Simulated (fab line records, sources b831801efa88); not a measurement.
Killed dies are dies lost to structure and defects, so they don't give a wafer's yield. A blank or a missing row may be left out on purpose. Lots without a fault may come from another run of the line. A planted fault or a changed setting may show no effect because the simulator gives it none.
Which tool did it? | flow gf180mcu | 12 lots, 36 wafers sampled, at 1 step of a route of 602

WHAT THE GAUGES READ, wafer by wafer
GF_STI_THK_MEAS_22.
lot  | measured    | on            | STI_OXIDATION_01_THK (nm)
L075 | day 2 09:29 | film_metro-03 | 14.97 15.02 14.99
L077 | day 2 18:40 | film_metro-01 | 14.81 14.82 15.11
L079 | day 3 09:38 | film_metro-02 | 14.94 14.84 14.86
L081 | day 3 15:34 | film_metro-01 | 14.93 14.81 14.82
L083 | day 4 02:47 | film_metro-01 | 15.40 15.55 15.61
L085 | day 4 12:38 | film_metro-03 | 15.67 15.55 15.50
L087 | day 4 21:53 | film_metro-03 | 15.18 15.38 14.99
L089 | day 5 09:19 | film_metro-02 | 15.50 15.56 15.50
L091 | day 5 19:23 | film_metro-02 | 15.27 14.94 15.10
L093 | day 6 04:37 | film_metro-03 | 15.44 15.41 15.31
L095 | day 6 17:39 | film_metro-03 | 15.28 15.35 15.25
L097 | day 7 02:13 | film_metro-02 | 15.54 15.21 15.31

WHICH TOOL RAN EACH LOT (tool, then ch and the chambers of the sampled wafers, then the start)
The record holds no process step before these readings.

THE ANSWER, worked out from the rows above alone
Rule: what is usual is taken from the lots themselves. Put in order of their means at a reading, lots are off if they are a third of the lots or fewer, leave a main group of 4 or more, and stand apart from it by a gap of 3 or more times the standard deviation of the main group's means; of several such gaps the widest counts. A main group whose means are all the same, to the digits that the tables above print for the reading, isn't used. A lot without any number at a reading at which 4 lots or more have one is off too. The other lots that the step has rows for count as sound.
No lot is off at any reading shown: from this, nothing can be told.

WHAT THE SIMULATOR HAD PUT IN
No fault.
